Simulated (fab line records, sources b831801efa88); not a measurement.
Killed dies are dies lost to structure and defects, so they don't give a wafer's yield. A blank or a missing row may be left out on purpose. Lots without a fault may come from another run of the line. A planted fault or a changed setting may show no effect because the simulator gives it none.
One fault seen from 2 desks | flow gf180mcu | each desk has only its own numbers; what lay behind them comes last

THE METROLOGY DESK
What the gauges read, lot by lot, whatever tool the lot ran on: means of the sampled wafers that have a number. A lot is out of limits, marked OUT, if its mean lies more than 4 standard deviations from the usual mean; the brackets give that distance.
Columns: A = cd_nm at GF_SAB_CD_MEAS_09, usual 420.6 nm
lot  | first seen here | A
L684 | day 15 02:15    | 416.4
L685 | day 15 12:21    | 422.1
L686 | day 15 20:20    | 418.2
L694 | day 18 16:02    | 420.4
L697 | day 20 07:47    | 421.1
L699 | day 20 15:01    | 417.8
L700 | day 20 22:23    | 420.8
L701 | day 21 07:30    | 416.1
L702 | day 21 12:42    | 420.7
L703 | day 21 20:33    | 422.9
L704 | day 22 07:36    | 418.9
L705 | day 22 16:23    | 423.0
This desk's finding: nothing out of limits on any of the 12 lots.

THE TOOL OWNER'S DESK: krf_scanner-01
The tool's own readings at GF_STI_EXPOSE_09 (exposes mask COMP, target cd 220 nm): means of the sampled wafers that have a number, for each lot that ran on this tool. A lot is out of limits, marked OUT, if its mean lies more than 4 standard deviations from the usual mean; the brackets give that distance.
Columns: A = exposure_dose_mJ_cm2 at GF_STI_EXPOSE_09, usual 27.989; B = focus_offset_nm at GF_STI_EXPOSE_09, usual 0.0 nm
lot  | first seen here | A      | B
L685 | day 2 01:03     | 28.010 | 0.0
L694 | day 3 22:27     | 28.008 | -0.1
L697 | day 4 14:44     | 27.937 | -0.2
L700 | day 5 04:43     | 27.975 | -0.1
L701 | day 5 09:58     | 27.970 | -0.1
L702 | day 5 14:59     | 27.974 | -0.2
L704 | day 6 00:50     | 27.985 | 0.1
L705 | day 6 06:01     | 27.993 | -0.2
This desk's finding: nothing out of limits on any of the 8 lots.

PUT TOGETHER
The metrology desk saw nothing out of limits.
The tool owner's desk saw nothing out of limits.

WHAT THE SIMULATOR HAD PUT IN
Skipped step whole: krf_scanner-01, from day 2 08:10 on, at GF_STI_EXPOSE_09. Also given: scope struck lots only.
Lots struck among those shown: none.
